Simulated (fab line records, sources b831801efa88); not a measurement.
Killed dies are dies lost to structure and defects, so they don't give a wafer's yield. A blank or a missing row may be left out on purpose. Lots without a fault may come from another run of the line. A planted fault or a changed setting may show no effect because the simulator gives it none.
Split-lot experiment | flow sky130 | 5 lots, 23 wafers read, on a route of 708 steps

THE SPLIT
At SKY_VIA2_SPUTTER_20 (material TiN, target thk 20 nm, time 80 s), the setting chamber_pressure_pa was moved away from the recipe's 5 Pa on 20 of the 23 wafers read, by -13.0% to -4.6%. The other wafers ran this setting at the recipe's value.

The reading is taken at the split's own step.

THE READING
TiN_of_VIA2_SPUTTER_20.thk_nm (the simulator's own value, which no gauge read), in nm, at SKY_VIA2_SPUTTER_20 (material TiN, target thk 20 nm, time 80 s). The file gives no usual value for it. The 3 wafers here that ran the recipe average 20.29 nm, standard deviation 0.13 nm.

wafer  | tool, chamber at the split | chamber_pressure_pa as run, Pa | against the recipe | TiN_of_VIA2_SPUTTER_20.thk_nm, nm | against lot-mates on the recipe
L076.2 | pvd_sputter-03, -          | 5                              | recipe             | 20.44                             | -
L076.4 | pvd_sputter-03, -          | 5                              | recipe             | 20.13                             | -
L076.5 | pvd_sputter-03, -          | 5                              | recipe             | 20.29                             | -
L077.1 | pvd_sputter-02, -          | 4.603                          | -7.9%              | 21.06                             | no lot-mate on the recipe
L077.2 | pvd_sputter-02, -          | 4.603                          | -7.9%              | 21.56                             | no lot-mate on the recipe
L077.4 | pvd_sputter-02, -          | 4.603                          | -7.9%              | 21.07                             | no lot-mate on the recipe
L077.5 | pvd_sputter-02, -          | 4.603                          | -7.9%              | 21.12                             | no lot-mate on the recipe
L077.6 | pvd_sputter-02, -          | 4.603                          | -7.9%              | 21.54                             | no lot-mate on the recipe
L082.1 | pvd_sputter-01, -          | 4.35                           | -13.0%             | 22.65                             | no lot-mate on the recipe
L082.2 | pvd_sputter-01, -          | 4.35                           | -13.0%             | 22.36                             | no lot-mate on the recipe
L082.3 | pvd_sputter-01, -          | 4.35                           | -13.0%             | 22.31                             | no lot-mate on the recipe
L082.4 | pvd_sputter-01, -          | 4.35                           | -13.0%             | 22.67                             | no lot-mate on the recipe
L082.6 | pvd_sputter-01, -          | 4.35                           | -13.0%             | 22.44                             | no lot-mate on the recipe
L083.1 | pvd_sputter-03, -          | 4.671                          | -6.6%              | 20.86                             | no lot-mate on the recipe
L083.2 | pvd_sputter-03, -          | 4.671                          | -6.6%              | 21.07                             | no lot-mate on the recipe
L083.3 | pvd_sputter-03, -          | 4.671                          | -6.6%              | 21.11                             | no lot-mate on the recipe
L083.4 | pvd_sputter-03, -          | 4.671                          | -6.6%              | 20.96                             | no lot-mate on the recipe
L083.6 | pvd_sputter-03, -          | 4.671                          | -6.6%              | 21.08                             | no lot-mate on the recipe
L084.1 | pvd_sputter-03, -          | 4.769                          | -4.6%              | 20.52                             | no lot-mate on the recipe
L084.5 | pvd_sputter-03, -          | 4.769                          | -4.6%              | 20.52                             | no lot-mate on the recipe
L084.2 | pvd_sputter-03, -          | 4.769                          | -4.6%              | 20.38                             | no lot-mate on the recipe
L084.3 | pvd_sputter-03, -          | 4.769                          | -4.6%              | 20.8                              | no lot-mate on the recipe
L084.6 | pvd_sputter-03, -          | 4.769                          | -4.6%              | 20.81                             | no lot-mate on the recipe

THE FIT
A straight line over all 23 wafers: TiN_of_VIA2_SPUTTER_20.thk_nm changes by -0.182 nm for each +1% of chamber_pressure_pa; r = -0.95; the points scatter about the line by 0.26 nm.
Too few moved wafers have a lot-mate on the recipe to fit a line with each lot's own level taken away.

THE FILE'S OWN FIT
TiN_of_VIA2_SPUTTER_20.thk_nm changes by -0.182 nm for each +1% of chamber_pressure_pa, r = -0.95.
